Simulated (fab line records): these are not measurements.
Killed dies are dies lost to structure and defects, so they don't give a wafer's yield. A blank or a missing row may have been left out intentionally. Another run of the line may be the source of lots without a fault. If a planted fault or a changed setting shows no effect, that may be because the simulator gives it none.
Matching of chambers    flow gf180mcu    rie_si-02 running GF_STI_ETCH_14: 4 sister chambers
The step etches Si in HBr/Cl2/O2, target depth 360 nm, time 102.9 s. 7 wafers are shown with their chamber, then 7 later ones without.

EACH WAFER AND ITS CHAMBER
wafer   chamber  drypump_motor_current_A (A)  run_length_s (s)
L631.1  2        4.9                          131.6
L631.5  3        6.1                          130.7
L632.1  0        5.3                          131.6
L632.2  1        6.1                          130.9
L632.3  3        6.0                          130.8
L639.1  2        4.9                          132.4
L639.2  0        5.3                          131.3

WAFERS WITH NO CHAMBER GIVEN
wafer   drypump_motor_current_A (A)  run_length_s (s)
L639.4  6.1                          130.6
L640.1  6.0                          130.7
L640.4  6.1                          130.3
L640.5  5.3                          131.1
L646.3  4.9                          132.0
L646.4  6.1                          130.8
L646.6  6.1                          130.2

CHAMBER TAKEN BY EACH
wafer   from the rows above      in truth
L639.4  can't be placed: 1 or 3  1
L640.1  can't be placed: 3 or 1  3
L640.4  can't be placed: 1 or 3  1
L640.5  0                        0
L646.3  2                        2
L646.4  can't be placed: 1 or 3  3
L646.6  can't be placed: 3 or 1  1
Correct placement for 2 of the 7. These rows do not allow placing 5 (true chamber among the candidates in 5). Placed wrongly: 0.
How it was worked out, from the rows above alone: a wafer's distance from a chamber is the root of the sum, over the readings, of the square of ((its reading less the chamber's mean) divided by the reading's scatter). If the next closest chamber is less than 2 further off than the closest, the wafer can't be placed; otherwise it belongs to the closest. The mean given for a chamber averages the wafers shown for that chamber. The scatter: the root of (the sum of the squares of (reading less its chamber's mean) over the shown wafers, divided by (wafers less chambers)).
